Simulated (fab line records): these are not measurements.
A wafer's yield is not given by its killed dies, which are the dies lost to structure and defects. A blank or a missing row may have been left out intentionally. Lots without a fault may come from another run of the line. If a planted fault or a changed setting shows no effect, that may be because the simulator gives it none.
8D (eight disciplines) problem report, filled in by code    flow sky130    the parts of the form that need people (team, actions taken, sign-off) are left out

## 1. THE PROBLEM
At SKY_METAL2_SOFTBAKE_11, heater power total W averages 58.65 W over 9 wafers from 3 lots, while fault-free wafers read 57.36 W, standard deviation 0.11. That is +12 standard deviations from the usual mean.
The step: time 90 s.
Seen first at day 37 01:00 on litho track-02, wafer L388.1. Wafers with a number at this step in the record: 36, from 12 lots. Rule for "out" (also "out of limits"): further than 4 standard deviations from the usual mean. Any other wafer with a number is counted as sound.

## 2. WHAT THIS IS AND IS NOT
question                     is                                  is not
which readings at this step  heater power total W, plate temp C  -
which lots                   L388, L390, L391                    L381, L382, L383, L397, L398, L400, L401, L402, L403
which wafers of those lots   all that have a number              -
read on which tools          litho track-02                      litho track-03, litho track-04
when                         from day 37 01:00                   up to then (9 sound wafers); but 18 sound wafers of L397, L398, L400, L401, L402, L403 came after

## 3. SUSPECTS, AND WHAT RULES EACH OUT
Counting: any tool at a process step up to the reading is kept as a suspect provided that every lot that is out went through it and no sound lot did after the first of them.
- litho track-02 at SKY_METAL2_SOFTBAKE_11 (time 90 s): ruled out as a lasting fault. After its first lot that is out, L388 (day 37 01:00), sound lots L402, L403 ran on it.
Left after counting: nothing in the record.

## 4. THE CAUSE (what the simulator had put in)
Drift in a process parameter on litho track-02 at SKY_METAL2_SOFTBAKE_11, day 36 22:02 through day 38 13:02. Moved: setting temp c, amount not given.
Counting ruled it out, wrongly.

## 5. SEQUENCE OF EFFECTS, ordered by route
Each row: a reading where the mean over the struck wafers with a number is more than 3 standard deviations away from the usual. Only readings for which the record gives a usual standard deviation are gone through. hours: the time from each lot's start at the first step in this table that gives one to its start at this step, as a median over the lots. sigmas: the change in usual standard deviations.
hours  step                    reading               usual     on struck wafers  change  sigmas
0      SKY_METAL2_SOFTBAKE_11  heater power total W  57.36 W   58.65             +1.29   +12
0      SKY_METAL2_SOFTBAKE_11  plate temp C          100.03 C  101.62            +1.59   +11
It contains these process steps:
- SKY_METAL2_SOFTBAKE_11: time 90 s.

## 6. WHAT WOULD HAVE CAUGHT IT SOONER
3 hours passed between the start of the fault at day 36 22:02 and the first reading out of limits in this record, taken at day 37 01:00.
